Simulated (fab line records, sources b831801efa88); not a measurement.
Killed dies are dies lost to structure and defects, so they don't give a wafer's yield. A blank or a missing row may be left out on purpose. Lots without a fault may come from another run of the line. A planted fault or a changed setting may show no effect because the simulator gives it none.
A struck lot beside a sound one | flow sky130 | 19 steps out of a route of 708
Sound: wafers L166.1, L166.2, L166.3. Struck: wafers L171.2, L171.5, L171.6. The cause comes at the end.
At each step with rows: each side's tool, then ch and its chambers, then its first start. Under that, the readings that differ: sound wafers | struck wafers | difference of the means | sigmas: that difference in standard deviations of wafers without a fault.
alike: readings whose means differ by less than 2 such deviations, and words and numbers that are the same on both sides. not compared: withheld readings, readings that some wafer has no value for, bounds like >300 that may hide the same value, and numbers for which the record gives no deviation and whose values overlap.
The two part at a step that has a row with sigmas, a row that says differs or no value, or rows on one side only. Numbers that don't overlap but have no deviation are shown without sigmas and don't part them. A reading that every wafer of one side lacks parts them only if that side has two wafers or more.

first, 6 steps without rows for these wafers: SKY_LDD_N_IMPLANT_10; SKY_LDD_N_IMPLANT_11; SKY_LDD_N_IMPLANT_12; SKY_LDD_N_IMPLANT_13; SKY_LDD_N_IMPLANT_14; SKY_LDD_N_IMPLANT_15.
SKY_LDD_N_STRIP_16: strips in O2/N2.
  sound on plasma_asher-01 ch 0,1, day 20 15:16; struck on plasma_asher-04 ch 0,1, day 22 19:17
  alike: drypump_motor_current_A, oes_product_au, strip_time_to_endpoint_s
  not compared: rf_hours_counter_h
SKY_LDD_N_TW_MEAS_17:
  sound on film_metro-03, day 20 15:22; struck on film_metro-02, day 22 19:24
  alike: LDD_N_TW
then, 4 steps without rows for these wafers: SKY_LDD_P_DEHYDRATE_00 (time 60 s); SKY_LDD_P_HMDS_01 (prime time 60 s); SKY_LDD_P_COAT_02 (resist thk 1140 nm); SKY_LDD_P_SOFTBAKE_03 (time 60 s).
SKY_LDD_P_EXPOSE_04: exposes mask PSDM, target cd 380 nm.
  sound on iline_stepper-01 ch 0, day 21 07:19; struck on iline_stepper-01 ch 0, day 23 10:34
  reading                       | sound                | struck            | difference | sigmas
  model.LDD_P.overlay_x_nm (nm) | 0.2959 0.2959 0.2959 | 37.27 37.27 37.27 | +36.97     |
  alike: mask
then, 2 steps without rows for these wafers: SKY_LDD_P_PEB_05; SKY_LDD_P_DEVELOP_06 (develop time 60 s).
SKY_LDD_P_CD_MEAS_07: target cd 380 nm.
  sound on cd_sem-01, day 21 22:13; struck on cd_sem-01, day 24 01:41
  alike: cd_nm
SKY_LDD_P_OVL_MEAS_08:
  sound on overlay-02, day 21 22:20; struck on overlay-01, day 24 01:47
  reading        | sound        | struck         | difference | sigmas
  LDD_P_OVL (nm) | 1.6 1.9 -0.6 | 39.3 37.5 37.5 | +37.1      | +29
then, 2 steps without rows for these wafers: SKY_LDD_P_IMPLANT_09; SKY_PAD_OPEN_PROBE_99.

WHERE THEY PART
Only at SKY_LDD_P_OVL_MEAS_08, within this record.

WHY: what the simulator had put in
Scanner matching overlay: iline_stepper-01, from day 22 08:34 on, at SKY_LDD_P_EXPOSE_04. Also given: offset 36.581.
